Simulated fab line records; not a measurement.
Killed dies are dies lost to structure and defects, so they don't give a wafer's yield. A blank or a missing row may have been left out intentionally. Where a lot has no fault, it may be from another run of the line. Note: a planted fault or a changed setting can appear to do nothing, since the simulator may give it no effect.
Which tool did it? / flow sky130 / 45 wafers sampled from 15 lots at 1 step of a route of 708

== WHAT THE GAUGES SHOWED, per wafer ==
SKY_VIA1_OVL_MEAS_13. Usual: VIA1_OVL -1 nm, standard deviation 5.4.
lot=L781; measured=day 33 17:18; on=overlay-01; VIA1_OVL (nm)=-2 9 5; flag=
lot=L784; measured=day 34 22:08; on=overlay-01; VIA1_OVL (nm)=2 -9 0; flag=
lot=L786; measured=day 35 12:03; on=overlay-02; VIA1_OVL (nm)=2 -5 -4; flag=
lot=L787; measured=day 35 20:13; on=overlay-02; VIA1_OVL (nm)=-3 5 5; flag=
lot=L788; measured=day 35 22:16; on=overlay-01; VIA1_OVL (nm)=-8 2 0; flag=
lot=L790; measured=day 36 17:31; on=overlay-02; VIA1_OVL (nm)=6 -1 0; flag=
lot=L792; measured=day 37 17:21; on=overlay-01; VIA1_OVL (nm)=2 0 -1; flag=
lot=L795; measured=day 39 14:25; on=overlay-02; VIA1_OVL (nm)=-8 -9 -5; flag=
lot=L797; measured=day 39 18:11; on=overlay-02; VIA1_OVL (nm)=-3 -1 0; flag=
lot=L799; measured=day 39 19:23; on=overlay-01; VIA1_OVL (nm)=5 2 10; flag=
lot=L796; measured=day 39 19:40; on=overlay-01; VIA1_OVL (nm)=-8 -10 -1; flag=
lot=L801; measured=day 40 08:45; on=overlay-01; VIA1_OVL (nm)=-6 -1 -8; flag=
lot=L803; measured=day 41 10:37; on=overlay-01; VIA1_OVL (nm)=1 -1 1; flag=
lot=L802; measured=day 41 12:22; on=overlay-01; VIA1_OVL (nm)=-14 -9 -10; flag=
lot=L804; measured=day 41 14:25; on=overlay-01; VIA1_OVL (nm)=1 2 14; flag=

== WHAT TOOL EACH LOT RAN ON (gives the tool, then ch and the chambers of the sampled wafers, and finally the start) ==
The record shows no process step preceding these readings.

== WHAT THE TOOLS THEMSELVES READ (means of the sampled wafers that have a number; where no wafer has one, the mark that the record gives instead) ==
The record holds no such reading with a usual standard deviation.

== THE ANSWER, worked out from the rows above alone ==
Rule: lot off if the mean of its wafers having a number is beyond 3 standard deviations from the usual mean. Also off: a lot with no number at a reading for which 4 or more lots have one. Where the step has rows for the other lots, those lots are counted as sound. Order of review: gauges by route order, followed by the tools' own readings, for which a lot's mean as printed above is used. At the first step where some lot is off, the reading lying furthest off is the one used; lots without a number count as furthest.
Nothing can be told from this: no lot is off at any reading shown.

== WHAT WAS PUT IN BY THE SIMULATOR ==
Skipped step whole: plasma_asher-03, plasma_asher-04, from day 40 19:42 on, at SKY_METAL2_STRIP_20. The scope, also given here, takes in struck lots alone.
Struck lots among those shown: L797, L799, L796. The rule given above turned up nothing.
